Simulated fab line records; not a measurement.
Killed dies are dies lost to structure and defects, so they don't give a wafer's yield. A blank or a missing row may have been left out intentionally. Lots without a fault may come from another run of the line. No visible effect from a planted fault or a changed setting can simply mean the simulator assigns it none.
fab line records	flow sky130
record: lots: 11	wafers: 33	lastDay: 50
route steps=708 shown METAL1@438 PAD_OPEN@708
lots that met no fault: taken from a fault-free run of the same line
startH: the number of hours between the record's first day and the start of the first shown wafer of the lot	waitH: time in hours since the lot's previous step	" the same as in the row above	L1.1+2: one row covering several wafers at once	- no value, or no start given	* or withheld: withheld	< > ~ a bound
route shown NAME@n: NAME is a module with steps in the file, n the number in the route of the first one	usual: average and standard deviation across the fault-free wafers	same: alike in all rows	chamber/n: place in a boat	sites: the reading at each site	_std_site: how widely they spread, as a standard deviation	_edge_site: outer sites' mean less inner sites'	radiusMm: how far each site lies from the wafer's centre	mask NAME#n: copy n	behind: the last tool/chamber to shape the wafer	hold: what put the lot on hold/how long, in hours/how the hold closed	device: the transistor (n, p or np) that didn't switch	end of line: the tests these same wafers got at the end of their route	a step given without rows: its recipe and nothing more	killed: the dies lost at the first sort to structure and to defects; this is not the yield of the wafer	map: per-die view of a wafer (x killed, . not killed, _ where there is no die)
set.NAME: the setting that was run; set.NAME@STEP: the one run at that earlier step	model.NAME: the simulator's own value behind a step, which no gauge read
steps of the route over a sample of lots; a table a step, a row a wafer
services: from which hour (startH, from the record's first day; less than 0 if before it) a tool's chamber was out of use, for how many hours, and why
== steps ==
step: SKY_METAL1_SPUTTER_04
recipe: material: TiN	targetThkNm: 70	powerW: 6500	timeS: 58.3	chamberPressurePa: 0.4
usual: throttleValvePct: 30.0/1.1
lot.wafer	tool	chamber	startH	waitH	throttleValvePct
L173.2	pvdSputter-02	-	725.28	0.0	28.6
L173.4	"	-	"	"	30.4
L173.5	"	-	"	"	30.9
L176.1	pvdSputter-01	-	745.38	0.0	28.5
L176.5	"	-	"	"	29.2
L176.6	"	-	"	"	28.4
L177.4	pvdSputter-02	-	757.81	0.0	29.9
L177.5	"	-	"	"	30.7
L177.6	"	-	"	"	28.8
L184.1	pvdSputter-01	-	816.72	0.0	29.0
L184.2	"	-	"	"	31.0
L184.3	"	-	"	"	28.4
L185.3	pvdSputter-02	-	821.28	0.0	30.3
L185.5	"	-	"	"	28.7
L185.6	"	-	"	"	30.5
L187.2	pvdSputter-01	-	856.88	0.0	29.1
L187.4	"	-	"	"	28.8
L187.5	"	-	"	"	29.5
L188.2	pvdSputter-02	-	857.57	0.0	30.7
L188.3	"	-	"	"	28.7
L188.4	"	-	"	"	30.0
L189.2	pvdSputter-01	-	863.33	0.0	29.4
L189.4	"	-	"	"	28.7
L189.6	"	-	"	"	28.3
L190.3	pvdSputter-03	-	863.73	0.0	30.7
L190.5	"	-	"	"	29.4
L190.6	"	-	"	"	32.3
L192.2	pvdSputter-03	-	882.76	0.0	29.2
L192.3	"	-	"	"	29.4
L192.5	"	-	"	"	30.7
L196.2	pvdSputter-03	-	907.84	0.0	29.4
L196.3	"	-	"	"	29.0
L196.5	"	-	"	"	32.3
step: SKY_METAL1_RS_MEAS_05
recipe: thkMeasGauge: four-point-probe	reads: TiN_of_METAL1_SPUTTER_04+Ti_of_METAL1_SPUTTER_03+AlCu_of_METAL1_SPUTTER_02+TiN_of_METAL1_SPUTTER_01+Ti_of_METAL1_SPUTTER_00
usual: METAL1_ALCU_RS: 0.1263/0.0015
lot.wafer	tool	chamber	startH	waitH	hold	METAL1_ALCU_RS[ohm/sq]
L173.2	filmMetro-02	-	725.35	0.0	-	0.1241
L173.4	"	-	"	"	-	0.1258
L173.5	"	-	"	"	-	0.1253
L176.1	filmMetro-03	-	745.43	0.0	-	0.1288
L176.5	"	-	"	"	-	0.1276
L176.6	"	-	"	"	-	0.1291
L177.4	filmMetro-02	-	757.91	0.1	-	0.1281
L177.5	"	-	"	"	-	0.1268
L177.6	"	-	"	"	-	0.1259
L184.1	filmMetro-02	-	816.77	0.0	-	0.1266
L184.2	"	-	"	"	-	0.1260
L184.3	"	-	"	"	-	0.1276
L185.3	filmMetro-01	-	821.37	0.1	awaitDispo/0.2h/release	0.1276
L185.5	"	-	"	"	awaitDispo/0.2h/release	0.1259
L185.6	"	-	"	"	awaitDispo/0.2h/release	0.1266
L185.3	filmMetro-01	-	821.66	0.3	-	0.1275
L185.5	"	-	"	"	-	0.1263
L185.6	"	-	"	"	-	0.1266
L187.2	filmMetro-02	-	856.95	0.0	-	0.1254
L187.4	"	-	"	"	-	0.1262
L187.5	"	-	"	"	-	0.1258
L188.2	filmMetro-01	-	857.64	0.0	awaitDispo/0.2h/release	0.1266
L188.3	"	-	"	"	awaitDispo/0.2h/release	0.1250
L188.4	"	-	"	"	awaitDispo/0.2h/release	0.1274
L188.2	filmMetro-01	-	857.93	0.3	-	0.1269
L188.3	"	-	"	"	-	0.1249
L188.4	"	-	"	"	-	0.1277
L189.2	filmMetro-02	-	863.40	0.0	-	0.1269
L189.4	"	-	"	"	-	0.1268
L189.6	"	-	"	"	-	0.1257
L190.3	filmMetro-03	-	863.82	0.1	-	0.1249
L190.5	"	-	"	"	-	0.1246
L190.6	"	-	"	"	-	0.1251
L192.2	filmMetro-02	-	882.88	0.1	-	0.1254
L192.3	"	-	"	"	-	0.1240
L192.5	"	-	"	"	-	0.1251
L196.2	filmMetro-03	-	907.91	0.0	-	0.1227
L196.3	"	-	"	"	-	0.1224
L196.5	"	-	"	"	-	0.1223
step: SKY_METAL1_THK_MEAS_06
recipe: thkMeasGauge: xrf	reads: AlCu_of_METAL1_SPUTTER_02
usual: METAL1_ALCU_THK: 248/3.2
lot.wafer	tool	chamber	startH	waitH	hold	METAL1_ALCU_THK[nm]
L173.2	filmMetro-02	-	725.46	0.1	-	250
L173.4	"	-	"	"	-	248
L173.5	"	-	"	"	-	247
L176.1	filmMetro-03	-	745.55	0.1	-	243
L176.5	"	-	"	"	-	245
L176.6	"	-	"	"	-	242
L177.4	filmMetro-02	-	758.00	0.1	-	241
L177.5	"	-	"	"	-	245
L177.6	"	-	"	"	-	245
L184.1	filmMetro-02	-	816.89	0.1	-	245
L184.2	"	-	"	"	-	247
L184.3	"	-	"	"	-	245
L185.3	filmMetro-01	-	824.20	2.5	awaitDispo/0.2h/release	245
L185.5	"	-	"	"	awaitDispo/0.2h/release	219
L185.6	"	-	"	"	awaitDispo/0.2h/release	247
L185.3	filmMetro-01	-	824.42	0.2	-	247
L185.5	"	-	"	"	-	218
L185.6	"	-	"	"	-	248
L187.2	filmMetro-02	-	857.06	0.1	-	247
L187.4	"	-	"	"	-	247
L187.5	"	-	"	"	-	247
L188.2	filmMetro-01	-	860.63	2.7	awaitDispo/0.2h/release	248
L188.3	"	-	"	"	awaitDispo/0.2h/release	221
L188.4	"	-	"	"	awaitDispo/0.2h/release	246
L188.2	filmMetro-01	-	860.86	0.2	-	248
L188.3	"	-	"	"	-	219
L188.4	"	-	"	"	-	247
L189.2	filmMetro-02	-	863.51	0.1	-	245
L189.4	"	-	"	"	-	245
L189.6	"	-	"	"	-	248
L190.3	filmMetro-03	-	863.92	0.1	-	251
L190.5	"	-	"	"	-	253
L190.6	"	-	"	"	-	253
L192.2	filmMetro-02	-	882.99	0.1	-	249
L192.3	"	-	"	"	-	251
L192.5	"	-	"	"	-	249
L196.2	filmMetro-03	-	908.02	0.1	-	255
L196.3	"	-	"	"	-	257
L196.5	"	-	"	"	-	255
step: SKY_METAL1_METAL_ETCH_19
recipe: targetDepthA: 3600	stopOn: SiO2	overEtchFrac: 0.3	timeS: 78	chemistry: Cl2/BCl3	resistSidewallDeg: 88	pressureMtorr: 10	icpW: 900	biasW: 48.5	Cl2_flow_sccm: 60	bcl3FlowSccm: 30
usual: drypumpMotorCurrentA: 5.7/0.53	heBacksideLeakSccm: 3.43/0.23	oesProductAu: 0.855/0.0058	throttleValvePct: 22.264/0.0092
lot.wafer	tool	chamber	startH	waitH	drypumpMotorCurrentA	heBacksideLeakSccm	oesProductAu	rfHoursCounterH	throttleValvePct
L173.2	rieMetal-03	1	752.34	0.0	4.7	3.48	0.856	2	22.275
L173.4	"	1	"	"	4.7	3.47	0.858	-	22.266
L173.5	"	1	"	"	4.7	3.59	0.864	-	22.269
L176.1	rieMetal-02	1	772.74	0.0	5.4	3.68	0.853	10	22.268
L176.5	"	1	"	"	5.4	3.69	0.853	-	22.259
L176.6	"	0	"	"	6.6	3.35	0.846	-	22.266
L177.4	rieMetal-04	1	785.67	0.1	6.0	3.39	0.845	-	22.263
L177.5	"	1	"	"	6.0	3.30	0.850	-	22.256
L177.6	"	0	"	"	6.0	3.18	0.856	-	22.273
L184.1	rieMetal-02	1	844.39	0.0	5.4	3.66	0.860	13	22.283
L184.2	"	0	"	"	6.6	3.60	0.858	0	22.267
L184.3	"	1	"	"	5.5	3.76	0.848	-	22.270
L185.3	rieMetal-04	1	849.19	0.1	6.0	3.32	0.855	-	22.270
L185.5	"	1	"	"	6.0	3.28	0.896	-	22.271
L185.6	"	0	"	"	6.0	3.16	0.855	-	22.257
L187.2	rieMetal-04	1	883.74	0.0	6.0	3.30	0.852	8	22.269
L187.4	"	1	"	"	6.0	3.40	0.858	-	22.268
L187.5	"	1	"	"	6.0	3.40	0.854	-	22.272
L188.2	rieMetal-03	1	884.04	0.0	4.7	3.38	0.854	7	22.257
L188.3	"	1	"	"	4.7	3.45	0.900	-	22.267
L188.4	"	0	"	"	5.6	3.57	0.851	-	22.254
L189.2	rieMetal-03	0	889.59	0.0	5.6	3.61	0.856	6	22.266
L189.4	"	1	"	"	4.7	3.60	0.849	-	22.257
L189.6	"	1	"	"	4.7	3.53	0.854	-	22.262
L190.3	rieMetal-02	1	890.17	0.1	5.5	3.69	0.853	-	22.279
L190.5	"	1	"	"	5.5	3.65	0.859	-	22.262
L190.6	"	1	"	"	5.5	3.64	0.855	-	22.274
L192.2	rieMetal-02	0	909.59	0.0	6.6	3.55	0.856	2	22.272
L192.3	"	0	"	"	6.6	3.65	0.855	-	22.259
L192.5	"	0	"	"	6.6	3.46	0.856	-	22.255
L196.2	rieMetal-02	0	933.04	0.0	6.6	3.37	0.839	3	22.265
L196.3	"	0	"	"	6.6	3.50	0.855	-	22.250
L196.5	"	0	"	"	6.6	3.59	0.852	-	22.264
step: SKY_PAD_OPEN_PROBE_99
usual: defectLimitedYield: 82.5/1.9	killed_at_M0_to_M3: 44/6.4	killed_at_M4_up: 3.4/2.1	killedAtContacts: 23/5	killedAtFrontEnd: 15/4.5	killedAtOther: 0.3/0.54	killedDies: 86/9.5	killedOpen: 48/6.9	killedShort: 38/5.9	sort_bin_3_pad_short: 0.8/0.44	sort_bin_5_function: 10.5/1.6	sort_bin_6_memory: 6.1/1.1	sortNPass: 406/9.5	sortYieldPct: 82.5/1.9
same: grossDies: 492	killedAtBackSide: 0	sort_bin_4_leakage[%]: 0	sort_bin_8_speed[%]: 0
lot.wafer	tool	chamber	startH	waitH	defectLimitedYield[%]	killed_at_M0_to_M3	killed_at_M4_up	killedAtContacts	killedAtFrontEnd	killedAtOther	killedDies	killedOpen	killedShort	sort_bin_3_pad_short[%]	sort_bin_5_function[%]	sort_bin_6_memory[%]	sortNPass	sortYieldPct[%]
L185.6	prober-01	-	1140.91	0.2	86.8	28	2	19	16	0	65	37	28	0.6	7.9	4.7	427	86.8
killed by level:class
L185.6 LI_CONTACT:geometricParticle:open=8 POLY_GATE:geometricParticle:short=7 CONTACT:geometricParticle:open=7 VIA1:geometricParticle:open=7 METAL1:geometricParticle:short=4 FIELD_ISO:geometricParticle:open=3 LI_CONTACT:geometricParticle:short=3 METAL3:geometricParticle:short=3
== services ==
tool	chamber	startH	hours	kind
pvdSputter-01	2	707.06	-	consumableReplace:kit
pvdSputter-01	2	707.06	18.0	scheduledDown
pvdSputter-01	2	707.06	18.0	ventCycle
pvdSputter-02	1	725.33	-	consumableReplace:kit
pvdSputter-02	1	725.33	18.0	scheduledDown
pvdSputter-02	1	725.33	18.0	ventCycle
pvdSputter-03	-	752.22	4.7	repair
pvdSputter-03	-	768.96	12.4	repair
rieMetal-03	-	777.81	0.6	repair
rieMetal-02	-	789.98	0.7	repair
pvdSputter-01	-	803.96	12.1	repair
rieMetal-02	0	805.95	20.4	repair
pvdSputter-01	-	810.40	4.9	repair
pvdSputter-02	-	824.34	1.9	repair
rieMetal-02	0	826.37	-	clean
rieMetal-02	0	826.37	15.4	scheduledDown
rieMetal-02	0	826.37	15.4	ventCycle
rieMetal-03	-	828.80	0.4	repair
pvdSputter-03	-	852.95	9.3	repair
pvdSputter-02	0	874.87	-	consumableReplace:kit
pvdSputter-02	-	878.24	2.6	repair
pvdSputter-02	-	878.65	4.5	repair
rieMetal-02	0	883.75	9.9	repair
pvdSputter-01	-	901.17	3.3	repair
== key ==
firstSign: step: SKY_METAL1_RS_MEAS_05	reading: visit	direction: added
effect: step: SKY_METAL1_THK_MEAS_06	reading: visit	direction: added
effect: step: SKY_METAL1_THK_MEAS_06	reading: METAL1_ALCU_THK	direction: down	sigmas: 8.6	usual: 248	struck: 220
effect: step: SKY_METAL1_METAL_ETCH_19	reading: oesProductAu	direction: up	sigmas: 7.5	usual: 0.855	struck: 0.898
metAt SKY_METAL1_SPUTTER_04
struckLots L185,L188
struckWafers L185.5,L188.3
onsetBetween 757.81 821.28
fault: kind: processParameterDrift	tool: pvdSputter-02	chamber: -	onsetH: 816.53	steps: SKY_METAL1_SPUTTER_04	channel: targetThkNm	offset: 61.696	shape: step	endH: 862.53	actsIn: theseRecipesOnly	stated: 70	scope: struckWafersOnly
